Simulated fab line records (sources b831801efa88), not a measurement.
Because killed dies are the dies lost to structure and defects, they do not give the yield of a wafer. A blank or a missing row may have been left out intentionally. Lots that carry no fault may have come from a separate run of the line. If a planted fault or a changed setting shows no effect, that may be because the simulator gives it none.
Chamber matching / flow sky130 / 3 sister chambers for SKY_VIA1_HDPCVD_00 on hdpcvd-01
The step deposits SiO2, target thk 1030 nm, time 171.7 s. 3 wafers are shown with their chamber, then 7 later ones without.

EACH WAFER AND ITS CHAMBER
wafer=L529.1; chamber=2; runLengthS (s)=199.4
wafer=L539.2; chamber=1; runLengthS (s)=198.5
wafer=L539.3; chamber=0; runLengthS (s)=199.3

WAFERS MISSING THEIR CHAMBER
wafer=L539.5; runLengthS (s)=199.3
wafer=L542.3; runLengthS (s)=198.8
wafer=L542.4; runLengthS (s)=198.5
wafer=L542.5; runLengthS (s)=198.8
wafer=L544.1; runLengthS (s)=198.4
wafer=L544.3; runLengthS (s)=199.6
wafer=L544.4; runLengthS (s)=198.4

EACH ONE'S CHAMBER
wafer=L539.5; from the rows above=can't be placed: 0 or 2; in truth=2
wafer=L542.3; from the rows above=can't be placed: 1 or 0 or 2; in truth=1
wafer=L542.4; from the rows above=1; in truth=1
wafer=L542.5; from the rows above=can't be placed: 1 or 0 or 2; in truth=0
wafer=L544.1; from the rows above=1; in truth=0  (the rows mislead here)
wafer=L544.3; from the rows above=can't be placed: 2 or 0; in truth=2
wafer=L544.4; from the rows above=1; in truth=1
2 of 7 placed correctly. Unplaceable from these rows: 4, with the true chamber sitting among the candidates in 4. Placed wrongly: 1.
How it was worked out, from the rows above alone: a wafer's distance from a chamber is the root of the sum, over the readings, of the square of ((its reading less the chamber's mean) divided by the reading's scatter). If the next closest chamber is less than 2 further off than the closest, the wafer can't be placed; otherwise it belongs to the closest. The mean given for a chamber averages the wafers shown for that chamber. The scatter: root of mean squared gap, hidden wafer to nearest shown wafer, with one shown wafer a chamber.
